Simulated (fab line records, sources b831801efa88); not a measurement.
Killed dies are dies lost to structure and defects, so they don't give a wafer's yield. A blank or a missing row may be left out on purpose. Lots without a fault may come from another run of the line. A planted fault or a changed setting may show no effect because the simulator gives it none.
Which tool did it? | flow gf180mcu | 14 lots, 42 wafers sampled, at 3 steps of a route of 602

WHAT THE GAUGES READ, wafer by wafer
GF_M5_CD_MEAS_07: target cd 280 nm. Usual: cd_nm 279.9 nm, standard deviation 1.4.
lot  | measured     | on        | cd_nm (nm)        | flag
L736 | day 26 03:28 | cd_sem-01 | 283.8 283.5 283.0 |
L737 | day 26 09:49 | cd_sem-01 | 281.5 282.9 281.4 |
L738 | day 26 21:52 | cd_sem-02 | 279.5 280.5 280.4 |
L743 | day 28 18:13 | cd_sem-01 | 278.2 280.1 279.0 |
L744 | day 28 17:50 | cd_sem-01 | 281.8 282.3 280.8 |
L746 | day 29 16:26 | cd_sem-02 | 279.7 278.8 279.3 |
L747 | day 29 17:58 | cd_sem-01 | 280.4 279.8 279.4 |
L748 | day 29 22:28 | cd_sem-02 | 278.4 278.2 276.6 |
L749 | day 30 07:40 | cd_sem-02 | 280.4 281.1 280.7 |
L750 | day 30 14:07 | cd_sem-02 | 279.5 280.6 281.3 |
L751 | day 30 21:55 | cd_sem-02 | 280.1 279.4 279.0 |
L754 | day 31 15:52 | cd_sem-01 | 280.2 279.6 279.1 |
L757 | day 32 15:25 | cd_sem-01 | 280.2 279.0 279.7 |
L759 | day 32 19:07 | cd_sem-01 | 281.6 281.9 280.1 |

GF_V5_THK_MEAS_03. Usual: V5_CVD_02_THK 1451 nm, standard deviation 20.
lot  | measured     | on            | V5_CVD_02_THK (nm) | flag
L736 | day 26 04:34 | film_metro-01 | 1450 1457 1483     |
L737 | day 26 10:56 | film_metro-01 | 1438 1439 1472     |
L738 | day 26 22:55 | film_metro-01 | 1468 1460 1472     |
L743 | day 28 19:26 | film_metro-01 | 1477 1468 1471     |
L744 | day 28 19:04 | film_metro-01 | 1470 1466 1474     |
L746 | day 29 17:41 | film_metro-04 | 1456 1455 1450     |
L747 | day 29 19:08 | film_metro-01 | 1433 1466 1459     |
L748 | day 29 23:37 | film_metro-01 | 1406 1416 1400     |
L749 | day 30 08:50 | film_metro-03 | 1482 1492 1482     |
L750 | day 30 15:16 | film_metro-03 | 1440 1468 1484     |
L751 | day 30 22:58 | film_metro-04 | 1440 1469 1467     |
L754 | day 31 17:01 | film_metro-04 | 1439 1414 1454     |
L757 | day 32 16:27 | film_metro-03 | 1427 1430 1458     |
L759 | day 32 20:33 | film_metro-01 | 1431 1456 1465     |

WHICH TOOL RAN EACH LOT (tool, then ch and the chambers of the sampled wafers, then the start)
lot  | GF_VT_IMPLANT_STRIP_42
L736 | plasma_asher-01 ch 0,1, day 7 11:14
L737 | plasma_asher-04 ch 0,1, day 7 19:49
L738 | plasma_asher-04 ch 0,1, day 8 03:38
L743 | plasma_asher-04 ch 0,1, day 9 12:35
L744 | plasma_asher-04 ch 0,1, day 9 17:22
L746 | plasma_asher-04 ch 0,1, day 10 10:08
L747 | plasma_asher-02 ch 0,1, day 10 16:34
L748 | plasma_asher-04 ch 0,1, day 10 22:46
L749 | plasma_asher-02 ch 0,1, day 11 02:48
L750 | plasma_asher-04 ch 0,1, day 11 11:53
L751 | plasma_asher-04 ch 1, day 11 17:25
L754 | plasma_asher-02 ch 0, day 12 12:38
L757 | plasma_asher-02 ch 0,1, day 13 13:02
L759 | plasma_asher-01 ch 0,1, day 14 00:16
- GF_VT_IMPLANT_STRIP_42: strips in O2/N2.

WHAT THE TOOLS THEMSELVES READ (means of the sampled wafers that have a number; where no wafer has one, the mark that the record gives instead)
GF_VT_IMPLANT_STRIP_42. Usual: drypump_motor_current_A 5.6 A, standard deviation 0.52; heater_power_w 342 W, standard deviation 18; oes_product_au 0.716 a.u., standard deviation 0.0041; strip_time_to_endpoint_s 12.64 s, standard deviation 0.035.
lot  | tool            | drypump_motor_current_A (A) | heater_power_w (W) | oes_product_au (a.u.) | strip_time_to_endpoint_s (s) | flag
L736 | plasma_asher-01 | 6.0                         | 354                | 0.714                 | 12.67                        |
L737 | plasma_asher-04 | 5.3                         | 337                | 0.718                 | 12.67                        |
L738 | plasma_asher-04 | 5.3                         | 340                | 0.714                 | 12.60                        |
L743 | plasma_asher-04 | 5.2                         | 334                | 0.716                 | 12.59                        |
L744 | plasma_asher-04 | 5.2                         | 335                | 0.718                 | 12.64                        |
L746 | plasma_asher-04 | 5.3                         | 338                | 0.711                 | 12.62                        |
L747 | plasma_asher-02 | 6.1                         | 341                | 0.715                 | 12.62                        |
L748 | plasma_asher-04 | 5.2                         | 340                | 0.717                 | 12.61                        |
L749 | plasma_asher-02 | 6.2                         | 354                | 0.716                 | 12.62                        |
L750 | plasma_asher-04 | 5.3                         | 339                | 0.716                 | 12.59                        |
L751 | plasma_asher-04 | 5.1                         | 337                | 0.718                 | 12.67                        |
L754 | plasma_asher-02 | 6.3                         | 370                | 0.713                 | 12.65                        |
L757 | plasma_asher-02 | 6.2                         | 355                | 0.718                 | 12.58                        |
L759 | plasma_asher-01 | 6.4                         | 344                | 0.719                 | 12.58                        |

THE ANSWER, worked out from the rows above alone
Rule: a lot is off if the mean of its wafers that have a number lies more than 3 standard deviations from the usual mean. A lot without any number at a reading at which 4 lots or more have one is off too. The other lots that the step has rows for count as sound. The gauges are gone through in route order, then the tools' own readings, and for those a lot's mean is taken as printed above. The first step at which some lot is off is used, and at that step the reading that is off furthest; a lot without a number counts as furthest.
No lot is off at any reading shown: from this, nothing can be told.

WHAT THE SIMULATOR HAD PUT IN
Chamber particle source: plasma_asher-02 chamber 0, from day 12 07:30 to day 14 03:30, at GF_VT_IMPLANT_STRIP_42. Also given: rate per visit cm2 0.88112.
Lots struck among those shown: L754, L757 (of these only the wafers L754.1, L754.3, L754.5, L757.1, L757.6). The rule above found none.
